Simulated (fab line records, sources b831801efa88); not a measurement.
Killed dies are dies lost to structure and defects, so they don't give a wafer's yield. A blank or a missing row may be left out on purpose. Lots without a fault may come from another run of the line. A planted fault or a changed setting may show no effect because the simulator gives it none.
Which tool did it? | flow gf180mcu | 11 lots, 33 wafers sampled, at 5 steps of a route of 602

WHAT THE GAUGES READ, wafer by wafer
GF_LVPWELL_OVL_MEAS_07.
lot  | measured    | on         | LVPWELL_OVL (nm)
L570 | day 4 03:58 | overlay-02 | -1.9 0.7 -0.6
L571 | day 4 07:08 | overlay-02 | -0.8 -0.4 -0.1
L572 | day 4 12:15 | overlay-02 | -2.6 -2.1 -4.2
L574 | day 4 23:47 | overlay-01 | -1.5 -2.2 -0.6
L579 | day 6 09:26 | overlay-02 | 2.5 0.7 1.1
L580 | day 6 10:05 | overlay-01 | -0.5 0.8 -1.2
L587 | day 8 04:23 | overlay-02 | 1.7 1.8 -1.6
L588 | day 8 08:20 | overlay-01 | -1.8 -0.4 -0.3
L590 | day 8 18:41 | overlay-01 | 0.3 -0.2 1.0
L591 | day 9 00:50 | overlay-02 | -1.2 -2.3 -0.3
L592 | day 9 06:33 | overlay-01 | 1.3 0.4 0.6

GF_VT_IMPLANT_TW_MEAS_10.
lot  | measured     | on            | VT_IMPLANT_TW
L570 | day 5 22:25  | film_metro-03 | 559 560 560
L571 | day 6 03:12  | film_metro-03 | 560 564 563
L572 | day 6 08:55  | film_metro-04 | 560 561 559
L574 | day 6 19:22  | film_metro-04 | 562 562 562
L579 | day 8 10:55  | film_metro-04 | 30 30 30 30 30 30
L580 | day 8 11:13  | film_metro-03 | 30 30 30 30 30 30
L587 | day 10 08:37 | film_metro-03 | 563 559 561
L588 | day 10 11:46 | film_metro-04 | 555 557 557
L590 | day 11 00:07 | film_metro-02 | 569 566 567
L591 | day 11 06:47 | film_metro-04 | 555 557 557
L592 | day 11 12:42 | film_metro-03 | 564 565 563

GF_VT_IMPLANT_OVL_MEAS_29.
lot  | measured     | on         | VT_IMPLANT_02_OVL (nm)
L570 | day 7 05:13  | overlay-02 | 0.1 0.0 -0.9
L571 | day 7 10:53  | overlay-01 | 1.2 0.2 0.7
L572 | day 7 16:14  | overlay-02 | 1.8 2.4 2.0
L574 | day 8 02:41  | overlay-02 | 1.2 -0.4 2.1
L587 | day 11 20:40 | overlay-02 | -1.2 -2.1 0.0
L588 | day 12 00:59 | overlay-01 | 0.2 -0.8 1.7
L590 | day 12 14:26 | overlay-01 | 3.7 2.0 1.9
L591 | day 12 20:55 | overlay-01 | 0.0 -0.2 0.2
L592 | day 13 03:13 | overlay-01 | 3.1 2.2 0.7

WHICH TOOL RAN EACH LOT (tool, then ch and the chambers of the sampled wafers, then the start)
lot  | GF_MVPSD_STRIP_10                    | GF_VT_IMPLANT_STRIP_09
L570 | plasma_asher-02 ch 0,1, day 5 08:13  | plasma_asher-04 ch 0,1, day 5 22:19
L571 | plasma_asher-02 ch 0,1, day 5 12:41  | plasma_asher-03 ch 0,1, day 6 03:05
L572 | plasma_asher-04 ch 0,1, day 5 17:50  | plasma_asher-04 ch 0,1, day 6 08:50
L574 | plasma_asher-04 ch 0,1, day 6 04:29  | plasma_asher-03 ch 0,1, day 6 19:16
L579 | plasma_asher-01 ch 0, day 7 18:01    | plasma_asher-03 ch 0,1, day 8 10:49
L580 | plasma_asher-02 ch 0,1, day 7 18:32  | plasma_asher-04 ch 0,1, day 8 11:07
L587 | plasma_asher-02 ch 0,1, day 9 14:32  | plasma_asher-04 ch 0,1, day 10 08:31
L588 | plasma_asher-02 ch 0,1, day 9 18:20  | plasma_asher-04 ch 0,1, day 10 11:40
L590 | plasma_asher-01 ch 0,1, day 10 06:14 | plasma_asher-01 ch 0,1, day 11 00:01
L591 | plasma_asher-01 ch 0,1, day 10 11:40 | plasma_asher-03 ch 0,1, day 11 06:41
L592 | plasma_asher-02 ch 0,1, day 10 18:16 | plasma_asher-01 ch 0,1, day 11 12:35
- GF_MVPSD_STRIP_10: strips in O2/N2.
- GF_VT_IMPLANT_STRIP_09: strips in O2/N2.

WHAT THE TOOLS THEMSELVES READ (means of the sampled wafers that have a number; where no wafer has one, the mark that the record gives instead)
GF_MVPSD_STRIP_10.
lot  | tool            | chamber_pressure_mTorr (mTorr) | drypump_motor_current_A (A) | heater_power_w (W) | oes_product_au (a.u.) | strip_time_to_endpoint_s (s)
L570 | plasma_asher-02 | 1498.3                         | 5.6                         | 339                | 0.718                 | 36.86
L571 | plasma_asher-02 | 1501.1                         | 5.7                         | 351                | 0.722                 | 37.06
L572 | plasma_asher-04 | 1500.4                         | 5.8                         | 352                | 0.722                 | 36.89
L574 | plasma_asher-04 | 1499.3                         | 5.8                         | 345                | 0.720                 | 37.03
L579 | plasma_asher-01 | -                              | -                           | -                  | -                     | -
L580 | plasma_asher-02 | -                              | -                           | -                  | -                     | -
L587 | plasma_asher-02 | 1499.7                         | 5.6                         | 343                | 0.722                 | 37.03
L588 | plasma_asher-02 | 1501.0                         | 5.7                         | 347                | 0.721                 | 37.05
L590 | plasma_asher-01 | 1500.4                         | 5.3                         | 290                | 0.719                 | 36.83
L591 | plasma_asher-01 | 1499.3                         | 5.7                         | 297                | 0.721                 | 37.01
L592 | plasma_asher-02 | 1498.2                         | 5.7                         | 344                | 0.725                 | 36.91

GF_VT_IMPLANT_STRIP_09.
lot  | tool            | chamber_pressure_mTorr (mTorr) | drypump_motor_current_A (A) | heater_power_w (W) | oes_product_au (a.u.) | strip_time_to_endpoint_s (s)
L570 | plasma_asher-04 | 1499.5                         | 5.8                         | 348                | 0.715                 | 12.57
L571 | plasma_asher-03 | 1499.8                         | 5.7                         | 349                | 0.719                 | 12.65
L572 | plasma_asher-04 | 1499.8                         | 5.8                         | 353                | 0.715                 | 12.66
L574 | plasma_asher-03 | 1500.5                         | 5.7                         | 340                | 0.715                 | 12.65
L579 | plasma_asher-03 | 1499.9                         | 5.7                         | 345                | 0.728                 | 57.30
L580 | plasma_asher-04 | 1500.2                         | 5.8                         | 351                | 0.726                 | 57.12
L587 | plasma_asher-04 | 1501.8                         | 5.8                         | 347                | 0.716                 | 12.64
L588 | plasma_asher-04 | 1501.3                         | 5.8                         | 350                | 0.717                 | 12.67
L590 | plasma_asher-01 | 1501.8                         | 5.3                         | 293                | 0.716                 | 12.68
L591 | plasma_asher-03 | 1501.4                         | 5.7                         | 352                | 0.718                 | 12.60
L592 | plasma_asher-01 | 1500.3                         | 5.3                         | 291                | 0.715                 | 12.67

THE ANSWER, worked out from the rows above alone
Rule: what is usual is taken from the lots themselves. Put in order of their means at a reading, lots are off if they are a third of the lots or fewer, leave a main group of 4 or more, and stand apart from it by a gap of 3 or more times the standard deviation of the main group's means; of several such gaps the widest counts. A main group whose means are all the same, to the digits that the tables above print for the reading, isn't used. A lot without any number at a reading at which 4 lots or more have one is off too. The other lots that the step has rows for count as sound. The gauges are gone through in route order, then the tools' own readings, and for those a lot's mean is taken as printed above. The first step at which some lot is off is used, and at that step the reading that is off furthest; a lot without a number counts as furthest.
Off: L579, L580, at GF_VT_IMPLANT_TW_MEAS_10 (VT_IMPLANT_TW). The main group: mean 561, standard deviation 3.3.
A tool fits if, at a process step before that reading, it ran every lot that is off, and no sound lot after the first of them. The gauges at GF_VT_IMPLANT_TW_MEAS_10 aren't tried: what is off there is off at GF_MVPSD_STRIP_10 too, on other tools, and a gauge's error can't cause that. None of those tried fits.

WHAT THE SIMULATOR HAD PUT IN
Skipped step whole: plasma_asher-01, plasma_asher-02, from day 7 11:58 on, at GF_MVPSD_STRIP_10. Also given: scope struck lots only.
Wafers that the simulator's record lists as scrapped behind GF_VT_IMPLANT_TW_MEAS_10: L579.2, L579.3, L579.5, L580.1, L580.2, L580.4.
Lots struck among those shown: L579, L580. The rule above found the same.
